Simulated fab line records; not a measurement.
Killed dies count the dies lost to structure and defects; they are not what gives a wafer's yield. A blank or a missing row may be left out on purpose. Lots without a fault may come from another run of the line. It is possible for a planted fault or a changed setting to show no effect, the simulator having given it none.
A struck lot beside a sound one    flow gf180mcu    14 out of 602 route steps
Sound: the wafers L619.1, L619.3, L619.6. The struck wafers were L627.4, L627.5, L627.6. The cause is named last.
Each step with rows lists, per side, the tool, then ch with its chambers, then its first start. Under that, the readings that differ: sound wafers    struck wafers    difference of the means    sigmas: that difference in standard deviations of wafers without a fault.
alike: a reading whose means differ by less than 2 such deviations, as well as words and numbers matching on both sides. not compared: withheld readings; readings where some wafer has no value; bounds like >300 that might hide an equal value; numbers whose values overlap and for which the record gives no deviation.
A row with sigmas, a row that says differs or no value, or rows on one side alone: a step with any of these is where the two part. Numbers that have no deviation but don't overlap get no sigmas and don't part them. A reading missing from all wafers of one side parts the sides only when that side holds two or more wafers.

GF_V5_CMP_26: polishes, stops on SiO2, t overpolish 15 s, target thk 0 nm.
  sound on cmp-02 ch 0,2, day 29 13:08; struck on cmp-02 ch 0,1,3, day 31 23:44
  alike: motor current A, overpolish run s, time to endpoint s
GF_TOP_METAL_SPUTTER_00: material Ti, target thk 37.5 nm, time 150 s.
  sound: pvd sputter-04 at day 29 13:23; struck: pvd sputter-02 at day 31 23:56
  alike: throttle valve pct
GF_TOP_METAL_SPUTTER_01: material TiN, target thk 30 nm, time 25.61 s.
  sound: pvd sputter-04 at day 29 13:29; struck: pvd sputter-02 at day 32 00:02
  alike: throttle valve pct
then, 1 step without rows for these wafers: GF_TOP_METAL_SPUTTER_02 (material AlCu, target thk 900 nm, time 47.82 s).
GF_TOP_METAL_SPUTTER_03: material Ti, target thk 5 nm, time 3.3 s.
  sound: pvd sputter-04 at day 29 13:34; struck: pvd sputter-02 at day 32 00:07
  alike: throttle valve pct
GF_TOP_METAL_SPUTTER_04: material TiN, target thk 25 nm, time 20.8 s.
  sound: pvd sputter-04 at day 29 13:35; struck: pvd sputter-02 at day 32 00:08
  alike: throttle valve pct
GF_TOP_METAL_RS_MEAS_05: the measuring method here is four-point-probe.
  sound: film metro-01 at day 29 13:37; struck: film metro-02 at day 32 00:13
reading                     sound                 struck                difference  sigmas
TOP_METAL_ALCU_RS (ohm/sq)  0.0323 0.0324 0.0327  0.0333 0.0332 0.0334  +0.0008     +3
GF_TOP_METAL_THK_MEAS_06: measures by xrf.
  sound: film metro-01 at day 29 13:44; struck: film metro-02 at day 32 00:19
  alike: TOP_METAL_ALCU_THK
then, 4 steps without rows for these wafers: GF_TOP_METAL_DEHYDRATE_07 (time 60 s); GF_TOP_METAL_HMDS_08 (prime time 60 s); GF_TOP_METAL_COAT_09 (resist thk 1500 nm); GF_TOP_METAL_SOFTBAKE_10 (time 60 s).
GF_TOP_METAL_EXPOSE_11: exposes mask MetalTop, target cd 440 nm.
  struck on iline stepper-01, day 32 08:38; sound on iline stepper-02 ch 0, day 29 22:51
  no value came back on the struck wafers for exposure dose mJ cm2, focus offset nm (nm), sigma outer; on the sound wafers exposure dose mJ cm2 reads 169.91 169.95 170.04
  alike: mask
then, 1 step without rows for these wafers: GF_TOP_METAL_PEB_12.

## WHERE THEY PART
Last at GF_TOP_METAL_EXPOSE_11 as far as this record goes, first at GF_TOP_METAL_RS_MEAS_05.

WHY: the cause the simulator had injected
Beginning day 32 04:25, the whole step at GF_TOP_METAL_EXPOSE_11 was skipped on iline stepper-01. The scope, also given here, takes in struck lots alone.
